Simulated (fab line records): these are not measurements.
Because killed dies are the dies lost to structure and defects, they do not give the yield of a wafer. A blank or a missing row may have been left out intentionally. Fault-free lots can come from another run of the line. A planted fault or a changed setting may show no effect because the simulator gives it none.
fab line records    flow gf180mcu
record lots=24  wafers=72  last_day=34
route steps=602 shown MIM@508 V5@541 TOP_METAL@573 PASSIVATION@588
lots that met no fault: taken from a fault-free run of the same line
start_h: hours from the record's opening day to when the first of the lot's shown wafers began    wait_h: hours elapsed since this lot's preceding step    " as in the row above    L1.1+2: a row that stands for several wafers    - no value present, or no start provided    * or withheld: withheld    < > ~ a bound
route shown NAME@n: a module of which the file shows steps, and the number in the route of the first    usual: mean and standard deviation over wafers with no fault    same: alike in all rows    chamber/n: place in a boat    sites: per-site readings    _std_site: the values' standard deviation    _edge_site: outer sites' mean less inner sites'    radius_mm: for every site, how far away it sits from the centre of the wafer    mask NAME#n: copy n    behind: the last tool/chamber to shape the wafer    hold: cause of the lot's hold/its duration in hours/its outcome    device: whichever transistor did not switch (one of n, p or np)    end of line: the same wafers' tests at the end of the route    a step with no rows: only its recipe    killed: not the wafer's yield, but the dies lost to structure and defects at the first sort    map: dies across one wafer; x = killed, . = not, _ = none there
set.NAME: the run value of the setting; set.NAME@STEP: its run value at that earlier step    model.NAME: the simulator's own value behind a step, which no gauge read
a sample of lots followed through the steps of the route, with each step as a table and each wafer as a row
services: the hour from which a tool's chamber was out of use, counted from the record's first day as start_h (under 0 if before that day), plus the number of hours and why
## steps
# step GF_MIM_CVD_05
# recipe material=Si3N4  target_thk_nm=42  temp_max_c=400  temp_c=385  time_s=29.086  rf_w=450
# usual heater_power_w=645/100  rf_fwd_power_W=444.5/1.9  susceptor_temp_C=384.99/0.23
lot.wafer  tool      chamber  start_h  wait_h  heater_power_w  rf_fwd_power_W  since_wet_clean_h  susceptor_temp_C
L074.2     pecvd-04  2        563.96   0.0     712             444.7           598                385.28
L074.4     "         0        "        "       568             443.0           -                  384.82
L074.6     "         1        "        "       563             445.6           -                  384.97
L075.4     pecvd-02  1        567.09   0.0     717             445.3           -                  384.52
L075.5     "         2        "        "       735             442.5           -                  385.12
L075.6     "         0        "        "       615             444.8           -                  385.14
L076.1     pecvd-04  0        580.21   0.0     598             445.0           614                384.92
L076.2     "         1        "        "       611             448.0           614                384.79
L076.6     "         1        "        "       629             448.6           -                  385.08
L077.4     pecvd-02  1        597.09   0.0     832             444.0           -                  385.32
L077.5     "         0        "        "       629             445.1           -                  385.02
L077.6     "         1        "        "       799             443.4           -                  385.11
L078.1     pecvd-04  1        600.51   0.0     678             449.1           634                384.67
L078.2     "         2        "        "       708             444.6           634                384.79
L078.3     "         0        "        "       563             444.6           634                384.77
L079.2     pecvd-02  1        609.04   0.0     740             443.5           226                384.64
L079.3     "         1        "        "       737             441.8           -                  385.04
L079.5     "         1        "        "       752             441.2           -                  385.09
L080.2     pecvd-01  2        615.28   0.0     607             442.9           441                385.11
L080.4     "         0        "        "       594             443.5           -                  384.81
L080.6     "         2        "        "       569             442.5           -                  385.33
L081.1     pecvd-02  1        624.32   0.0     853             444.6           241                384.81
L081.3     "         2        "        "       649             444.3           241                384.99
L081.5     "         0        "        "       508             447.7           -                  385.14
L082.1     pecvd-01  2        628.44   0.0     542             443.6           454                384.90
L082.2     "         1        "        "       675             446.0           454                385.34
L082.4     "         2        "        "       546             443.9           -                  385.09
L083.1     pecvd-04  1        632.28   0.0     685             446.7           666                385.12
L083.3     "         0        "        "       541             445.2           666                385.03
L083.5     "         0        "        "       543             444.9           -                  384.83
L084.1     pecvd-01  1        642.66   0.0     692             440.8           468                385.20
L084.4     "         1        "        "       676             441.8           -                  385.09
L084.6     "         2        "        "       514             442.6           -                  384.64
L085.4     pecvd-04  2        656.70   0.0     831             447.6           -                  385.27
L085.5     "         0        "        "       497             443.9           -                  384.50
L085.6     "         1        "        "       698             445.9           -                  385.26
L086.1     pecvd-02  2        663.41   0.0     742             444.2           281                385.16
L086.2     "         1        "        "       824             445.7           281                385.05
L086.5     "         2        "        "       766             442.8           -                  385.03
L087.3     pecvd-04  1        665.85   0.0     650             444.3           699                384.85
L087.5     "         0        "        "       514             444.5           -                  385.00
L087.6     "         2        "        "       786             445.1           -                  384.85
L088.2     pecvd-02  2        669.47   0.0     663             438.4           287                384.19
L088.4     "         2        "        "       652             440.5           -                  384.88
L088.5     "         0        "        "       598             446.1           -                  385.01
L089.1     pecvd-04  1        680.93   0.0     615             445.4           715                384.85
L089.2     "         2        "        "       682             444.9           715                384.70
L089.3     "         0        "        "       505             444.1           715                384.91
L090.2     pecvd-01  1        684.38   0.0     671             442.7           510                384.86
L090.5     "         0        "        "       504             444.1           -                  384.81
L090.6     "         2        "        "       569             444.1           -                  385.18
L091.2     pecvd-04  2        690.50   0.0     837             446.6           724                384.88
L091.3     "         1        "        "       660             445.5           724                385.01
L091.6     "         0        "        "       547             444.1           -                  384.99
L092.2     pecvd-01  2        701.61   0.0     575             445.0           527                384.72
L092.5     "         0        "        "       590             445.6           -                  384.52
L092.6     "         1        "        "       708             442.8           -                  384.90
L093.1     pecvd-01  2        703.52   0.0     591             441.9           529                384.90
L093.4     "         1        "        "       643             442.7           -                  384.88
L093.5     "         2        "        "       588             441.8           -                  384.90
L094.1     pecvd-02  0        708.81   0.0     581             443.8           326                384.84
L094.2     "         1        "        "       847             444.9           326                385.46
L094.6     "         1        "        "       828             444.3           -                  385.17
L095.1     pecvd-04  0        718.06   0.0     489             443.4           752                385.23
L095.4     "         1        "        "       612             446.0           -                  385.24
L095.6     "         0        "        "       489             445.8           -                  385.14
L096.2     pecvd-01  1        719.49   0.0     678             441.6           545                384.99
L096.3     "         2        "        "       547             440.9           545                385.04
L096.5     "         1        "        "       672             442.0           -                  384.56
L097.1     pecvd-01  1        728.04   0.0     616             443.2           553                384.74
L097.3     "         2        "        "       583             443.4           553                384.87
L097.6     "         0        "        "       514             441.7           -                  385.47
# step GF_V5_THK_MEAS_01
# recipe reads=SiO2_of_V5_CVD_00
# usual V5_CVD_00_THK=301/3.7
lot.wafer  tool           chamber  start_h  wait_h  V5_CVD_00_THK[nm]
L074.2     film_metro-04  -        607.73   0.0     303
L074.4     "              -        "        "       293
L074.6     "              -        "        "       303
L075.4     film_metro-02  -        610.86   0.0     302
L075.5     "              -        "        "       301
L075.6     "              -        "        "       297
L076.1     film_metro-02  -        622.03   0.0     303
L076.2     "              -        "        "       296
L076.6     "              -        "        "       301
L077.4     film_metro-04  -        640.15   0.0     300
L077.5     "              -        "        "       295
L077.6     "              -        "        "       297
L078.1     film_metro-02  -        642.82   0.0     306
L078.2     "              -        "        "       301
L078.3     "              -        "        "       298
L079.2     film_metro-01  -        650.73   0.0     304
L079.3     "              -        "        "       298
L079.5     "              -        "        "       305
L080.2     film_metro-01  -        656.78   0.0     310
L080.4     "              -        "        "       309
L080.6     "              -        "        "       299
L081.1     film_metro-01  -        665.29   0.0     303
L081.3     "              -        "        "       296
L081.5     "              -        "        "       303
L082.1     film_metro-04  -        669.59   0.0     304
L082.2     "              -        "        "       307
L082.4     "              -        "        "       301
L083.1     film_metro-01  -        673.10   0.0     306
L083.3     "              -        "        "       298
L083.5     "              -        "        "       305
L084.1     film_metro-02  -        683.03   0.0     305
L084.4     "              -        "        "       303
L084.6     "              -        "        "       297
L085.4     film_metro-04  -        696.18   0.1     303
L085.5     "              -        "        "       302
L085.6     "              -        "        "       297
L086.1     film_metro-02  -        702.61   0.0     302
L086.2     "              -        "        "       302
L086.5     "              -        "        "       302
L087.3     film_metro-01  -        705.23   0.0     298
L087.5     "              -        "        "       301
L087.6     "              -        "        "       302
L088.2     film_metro-04  -        708.24   0.0     304
L088.4     "              -        "        "       305
L088.5     "              -        "        "       307
L089.1     film_metro-04  -        719.58   0.0     297
L089.2     "              -        "        "       298
L089.3     "              -        "        "       298
L090.2     film_metro-04  -        722.51   0.0     294
L090.5     "              -        "        "       302
L090.6     "              -        "        "       302
L091.2     film_metro-04  -        729.09   0.0     303
L091.3     "              -        "        "       301
L091.6     "              -        "        "       306
L092.2     film_metro-04  -        738.72   0.0     298
L092.5     "              -        "        "       293
L092.6     "              -        "        "       298
L093.1     film_metro-02  -        739.24   0.0     304
L093.4     "              -        "        "       299
L093.5     "              -        "        "       299
L094.1     film_metro-02  -        745.08   0.0     302
L094.2     "              -        "        "       307
L094.6     "              -        "        "       303
L095.1     film_metro-01  -        753.21   0.0     301
L095.4     "              -        "        "       300
L095.6     "              -        "        "       307
L096.2     film_metro-02  -        754.43   0.0     300
L096.3     "              -        "        "       302
L096.5     "              -        "        "       296
L097.1     film_metro-04  -        763.60   0.0     300
L097.3     "              -        "        "       301
L097.6     "              -        "        "       304
# step GF_V5_CMP_04
# recipe material=SiO2  down_force_psi=4  platen_rpm=60  pad_velocity_m_s=0.94248
# usual motor_current_A=12.6/0.77
lot.wafer  tool    chamber  start_h  wait_h  motor_current_A
L074.2     cmp-01  2        607.95   0.0     13.5
L074.4     "       3        "        "       12.0
L074.6     "       2        "        "       13.8
L075.4     cmp-02  0        611.05   0.0     11.0
L075.6     "       0        "        "       11.9
L075.5     "       1        "        "       12.8
L076.1     cmp-02  2        622.31   0.1     12.3
L076.2     "       3        "        "       13.2
L076.6     "       2        "        "       12.1
L077.4     cmp-02  2        640.40   0.1     12.4
L077.6     "       1        "        "       12.6
L077.5     "       2        "        "       13.1
L078.3     cmp-02  0        643.10   0.1     11.2
L078.2     "       1        "        "       12.5
L078.1     "       2        "        "       12.3
L079.3     cmp-01  0        650.95   0.0     13.1
L079.2     "       1        "        "       13.1
L079.5     "       0        "        "       13.4
L080.2     cmp-01  3        657.05   0.1     12.2
L080.4     "       1        "        "       14.0
L080.6     "       2        "        "       13.4
L081.3     cmp-01  0        665.63   0.1     13.1
L081.1     "       2        "        "       13.0
L081.5     "       1        "        "       12.5
L082.1     cmp-01  3        669.82   0.1     12.8
L082.2     "       0        "        "       12.8
L082.4     "       1        "        "       13.5
L083.3     cmp-01  1        673.33   0.0     12.9
L083.1     "       0        "        "       12.5
L083.5     "       2        "        "       13.5
L084.4     cmp-02  1        683.26   0.0     12.9
L084.1     "       3        "        "       12.1
L084.6     "       2        "        "       12.4
L085.4     cmp-02  3        696.53   0.2     12.7
L085.5     "       0        "        "       10.5
L085.6     "       1        "        "       12.6
L086.1     cmp-02  1        702.84   0.1     12.9
L086.2     "       0        "        "       11.6
L086.5     "       1        "        "       12.3
L087.3     cmp-01  1        705.49   0.1     13.5
L087.6     "       0        "        "       13.1
L087.5     "       1        "        "       13.9
L088.2     cmp-02  0        708.46   0.0     11.2
L088.4     "       3        "        "       12.2
L088.5     "       0        "        "       11.0
L089.2     cmp-01  3        719.81   0.0     12.5
L089.3     "       0        "        "       12.9
L089.1     "       1        "        "       13.4
L090.2     cmp-02  1        722.78   0.1     12.1
L090.6     "       0        "        "       10.5
L090.5     "       1        "        "       12.8
L091.3     cmp-02  3        729.56   0.3     12.5
L091.2     "       1        "        "       13.0
L091.6     "       2        "        "       12.6
L092.2     cmp-02  2        739.09   0.2     12.2
L092.5     "       3        "        "       13.0
L092.6     "       0        "        "       11.3
L093.4     cmp-01  2        739.46   0.0     14.2
L093.1     "       1        "        "       13.1
L093.5     "       3        "        "       12.2
L094.2     cmp-02  3        745.35   0.1     12.5
L094.1     "       0        "        "       12.1
L094.6     "       3        "        "       12.5
L095.4     cmp-01  3        753.45   0.0     12.9
L095.1     "       2        "        "       13.1
L095.6     "       3        "        "       12.2
L096.2     cmp-01  3        754.90   0.3     12.3
L096.3     "       0        "        "       12.7
L096.5     "       3        "        "       12.4
L097.3     cmp-02  0        763.83   0.0     10.8
L097.1     "       3        "        "       12.7
L097.6     "       0        "        "       11.4
# step GF_TOP_METAL_THK_MEAS_06
# recipe thk_meas_gauge=xrf  reads=AlCu_of_TOP_METAL_SPUTTER_02
# usual TOP_METAL_ALCU_THK=891/12
lot.wafer  tool           chamber  start_h  wait_h  TOP_METAL_ALCU_THK[nm]
L074.2     film_metro-02  -        630.62   0.1     900
L074.4     "              -        "        "       879
L074.6     "              -        "        "       881
L075.4     film_metro-03  -        633.50   0.1     892
L075.5     "              -        "        "       915
L075.6     "              -        "        "       891
L076.1     film_metro-03  -        644.77   0.1     923
L076.2     "              -        "        "       892
L076.6     "              -        "        "       933
L077.4     film_metro-02  -        662.19   0.1     896
L077.5     "              -        "        "       899
L077.6     "              -        "        "       896
L078.1     film_metro-03  -        665.67   0.1     891
L078.2     "              -        "        "       888
L078.3     "              -        "        "       897
L079.2     film_metro-02  -        672.60   0.1     895
L079.3     "              -        "        "       910
L079.5     "              -        "        "       907
L080.2     film_metro-01  -        678.19   0.1     879
L080.4     "              -        "        "       881
L080.6     "              -        "        "       886
L081.1     film_metro-02  -        687.06   0.1     866
L081.3     "              -        "        "       856
L081.5     "              -        "        "       878
L082.1     film_metro-01  -        690.92   0.1     892
L082.2     "              -        "        "       890
L082.4     "              -        "        "       894
L083.1     film_metro-01  -        694.33   0.1     894
L083.3     "              -        "        "       902
L083.5     "              -        "        "       886
L084.1     film_metro-03  -        704.51   0.1     898
L084.4     "              -        "        "       905
L084.6     "              -        "        "       891
L085.4     film_metro-02  -        717.44   0.1     891
L085.5     "              -        "        "       887
L085.6     "              -        "        "       892
L086.1     film_metro-02  -        723.38   0.1     889
L086.2     "              -        "        "       872
L086.5     "              -        "        "       864
L087.3     film_metro-02  -        725.60   0.1     885
L087.5     "              -        "        "       900
L087.6     "              -        "        "       882
L088.2     film_metro-02  -        729.12   0.1     885
L088.4     "              -        "        "       882
L088.5     "              -        "        "       878
L089.1     film_metro-03  -        739.47   0.1     874
L089.2     "              -        "        "       874
L089.3     "              -        "        "       901
L090.2     film_metro-02  -        742.82   0.1     891
L090.5     "              -        "        "       889
L090.6     "              -        "        "       895
L091.2     film_metro-03  -        749.01   0.1     898
L091.3     "              -        "        "       884
L091.6     "              -        "        "       902
L092.2     film_metro-01  -        757.06   0.1     895
L092.5     "              -        "        "       909
L092.6     "              -        "        "       891
L093.1     film_metro-03  -        758.37   0.1     903
L093.4     "              -        "        "       902
L093.5     "              -        "        "       902
L094.1     film_metro-03  -        764.42   0.1     908
L094.2     "              -        "        "       876
L094.6     "              -        "        "       906
L095.1     film_metro-02  -        771.88   0.1     884
L095.4     "              -        "        "       888
L095.6     "              -        "        "       900
L096.2     film_metro-01  -        773.02   0.1     886
L096.3     "              -        "        "       891
L096.5     "              -        "        "       895
L097.1     film_metro-02  -        782.14   0.1     884
L097.3     "              -        "        "       880
L097.6     "              -        "        "       882
# step GF_TOP_METAL_OVL_MEAS_15
# usual TOP_METAL_OVL=-0.6/1.5
lot.wafer  tool        chamber  start_h  wait_h  TOP_METAL_OVL[nm]
L074.2     overlay-01  -        650.42   0.1     -0.7
L074.4     "           -        "        "       -0.9
L074.6     "           -        "        "       -0.9
L075.4     overlay-01  -        653.74   0.1     2.1
L075.5     "           -        "        "       -0.5
L075.6     "           -        "        "       1.1
L076.1     overlay-01  -        664.77   0.1     0.7
L076.2     "           -        "        "       1.0
L076.6     "           -        "        "       1.2
L077.4     overlay-01  -        681.54   0.1     -0.7
L077.5     "           -        "        "       -1.9
L077.6     "           -        "        "       -1.4
L078.1     overlay-01  -        684.91   0.1     0.4
L078.2     "           -        "        "       1.9
L078.3     "           -        "        "       -0.9
L079.2     overlay-02  -        691.52   0.1     -2.3
L079.3     "           -        "        "       -1.0
L079.5     "           -        "        "       0.4
L080.2     overlay-02  -        696.02   0.1     -0.4
L080.4     "           -        "        "       -2.6
L080.6     "           -        "        "       -4.0
L081.1     overlay-01  -        705.62   0.1     0.2
L081.3     "           -        "        "       1.4
L081.5     "           -        "        "       -0.2
L082.1     overlay-02  -        709.92   0.1     -2.7
L082.2     "           -        "        "       -3.2
L082.4     "           -        "        "       -3.6
L083.1     overlay-01  -        712.54   0.1     0.5
L083.3     "           -        "        "       2.5
L083.5     "           -        "        "       0.4
L084.1     overlay-01  -        722.17   0.1     0.6
L084.4     "           -        "        "       1.8
L084.6     "           -        "        "       0.6
L085.4     overlay-02  -        734.93   0.1     -2.6
L085.5     "           -        "        "       -3.4
L085.6     "           -        "        "       -0.6
L086.1     overlay-02  -        740.12   0.1     -0.8
L086.2     "           -        "        "       -2.4
L086.5     "           -        "        "       -1.2
L087.3     overlay-01  -        742.17   0.1     0.9
L087.5     "           -        "        "       -0.2
L087.6     "           -        "        "       0.0
L088.2     overlay-01  -        746.09   0.1     1.0
L088.4     "           -        "        "       -0.2
L088.5     "           -        "        "       0.3
L089.1     overlay-01  -        755.72   0.1     -2.1
L089.2     "           -        "        "       -0.8
L089.3     "           -        "        "       -2.1
L090.2     overlay-01  -        758.37   0.1     0.9
L090.5     "           -        "        "       -0.1
L090.6     "           -        "        "       0.2
L091.2     overlay-01  -        765.62   0.1     -2.9
L091.3     "           -        "        "       0.0
L091.6     "           -        "        "       -0.5
L092.2     overlay-02  -        772.92   0.1     0.3
L092.5     "           -        "        "       -1.3
L092.6     "           -        "        "       0.3
L093.1     overlay-01  -        774.27   0.1     -1.4
L093.4     "           -        "        "       -0.9
L093.5     "           -        "        "       -1.3
L094.1     overlay-02  -        779.91   0.1     -3.4
L094.2     "           -        "        "       -3.8
L094.6     "           -        "        "       -3.2
L095.1     overlay-02  -        787.27   0.1     0.7
L095.4     "           -        "        "       -2.8
L095.6     "           -        "        "       1.5
L096.2     overlay-02  -        787.92   0.1     0.8
L096.3     "           -        "        "       -0.8
L096.5     "           -        "        "       0.0
L097.1     overlay-01  -        797.42   0.1     1.7
L097.3     "           -        "        "       1.5
L097.6     "           -        "        "       1.0
# step GF_PASSIVATION_THK_MEAS_01
# recipe reads=SiO2_of_PASSIVATION_CVD_00
# usual PASSIVATION_CVD_00_THK=999/15
lot.wafer  tool           chamber  start_h  wait_h  PASSIVATION_CVD_00_THK[nm]
L074.2     film_metro-04  -        651.25   0.0     984
L074.4     "              -        "        "       1015
L074.6     "              -        "        "       1011
L075.4     film_metro-03  -        654.57   0.0     977
L075.5     "              -        "        "       1004
L075.6     "              -        "        "       996
L076.1     film_metro-01  -        665.60   0.0     986
L076.2     "              -        "        "       985
L076.6     "              -        "        "       994
L077.4     film_metro-01  -        682.37   0.0     1002
L077.5     "              -        "        "       1031
L077.6     "              -        "        "       1000
L078.1     film_metro-01  -        685.74   0.0     1003
L078.2     "              -        "        "       996
L078.3     "              -        "        "       988
L079.2     film_metro-03  -        692.42   0.0     982
L079.3     "              -        "        "       975
L079.5     "              -        "        "       992
L080.2     film_metro-01  -        696.89   0.0     980
L080.4     "              -        "        "       1001
L080.6     "              -        "        "       994
L081.1     film_metro-03  -        706.48   0.0     1002
L081.3     "              -        "        "       1004
L081.5     "              -        "        "       1020
L082.1     film_metro-03  -        710.75   0.0     1008
L082.2     "              -        "        "       990
L082.4     "              -        "        "       1019
L083.1     film_metro-01  -        713.40   0.0     973
L083.3     "              -        "        "       993
L083.5     "              -        "        "       1005
L084.1     film_metro-03  -        723.08   0.1     982
L084.4     "              -        "        "       1013
L084.6     "              -        "        "       1002
L085.4     film_metro-04  -        735.86   0.0     996
L085.5     "              -        "        "       1021
L085.6     "              -        "        "       1010
L086.1     film_metro-04  -        740.99   0.1     991
L086.2     "              -        "        "       976
L086.5     "              -        "        "       1000
L087.3     film_metro-03  -        743.11   0.1     986
L087.5     "              -        "        "       1014
L087.6     "              -        "        "       1005
L088.2     film_metro-03  -        747.19   0.0     991
L088.4     "              -        "        "       1012
L088.5     "              -        "        "       1000
L089.1     film_metro-03  -        756.57   0.0     993
L089.2     "              -        "        "       972
L089.3     "              -        "        "       982
L090.2     film_metro-01  -        759.20   0.0     977
L090.5     "              -        "        "       976
L090.6     "              -        "        "       1018
L091.2     film_metro-01  -        766.48   0.0     983
L091.3     "              -        "        "       989
L091.6     "              -        "        "       1013
L092.2     film_metro-04  -        773.85   0.0     997
L092.5     "              -        "        "       1025
L092.6     "              -        "        "       1006
L093.1     film_metro-01  -        775.09   0.0     1018
L093.4     "              -        "        "       1031
L093.5     "              -        "        "       1017
L094.1     film_metro-04  -        780.87   0.2     1017
L094.2     "              -        "        "       983
L094.6     "              -        "        "       1001
L095.1     film_metro-01  -        788.18   0.0     972
L095.4     "              -        "        "       1013
L095.6     "              -        "        "       993
L096.2     film_metro-01  -        788.76   0.0     998
L096.3     "              -        "        "       1004
L096.5     "              -        "        "       1023
L097.1     film_metro-01  -        798.24   0.0     987
L097.3     "              -        "        "       1016
L097.6     "              -        "        "       1022
## services
tool      chamber  start_h  hours  kind
pecvd-02  -        554.21   1.3    repair
cmp-01    -        558.50   0.6    repair
cmp-01    -        559.62   1.8    repair
cmp-01    -        572.00   4.0    pm
cmp-01    -        575.42   3.2    repair
pecvd-04  2        578.43   16.4   repair
cmp-01    -        587.67   0.2    repair
pecvd-02  2        591.97   23.2   repair
cmp-02    -        599.29   1.6    repair
cmp-01    -        632.35   1.9    repair
pecvd-01  2        652.04   2.7    repair
pecvd-04  -        654.47   0.6    repair
pecvd-01  -        662.68   0.8    repair
cmp-02    -        663.51   5.3    pm
cmp-01    -        682.85   1.9    repair
pecvd-01  0        708.08   5.6    repair
cmp-02    -        720.62   0.3    repair
pecvd-02  1        721.65   2.7    repair
pecvd-01  2        734.61   6.5    repair
cmp-02    -        753.02   4.0    pm
pecvd-04  -        753.75   6.0    pm
pecvd-02  1        756.62   4.6    repair
cmp-02    -        757.02   -      consumable_replace:conditioner
cmp-02    -        757.02   -      consumable_replace:pad
## key
fault none
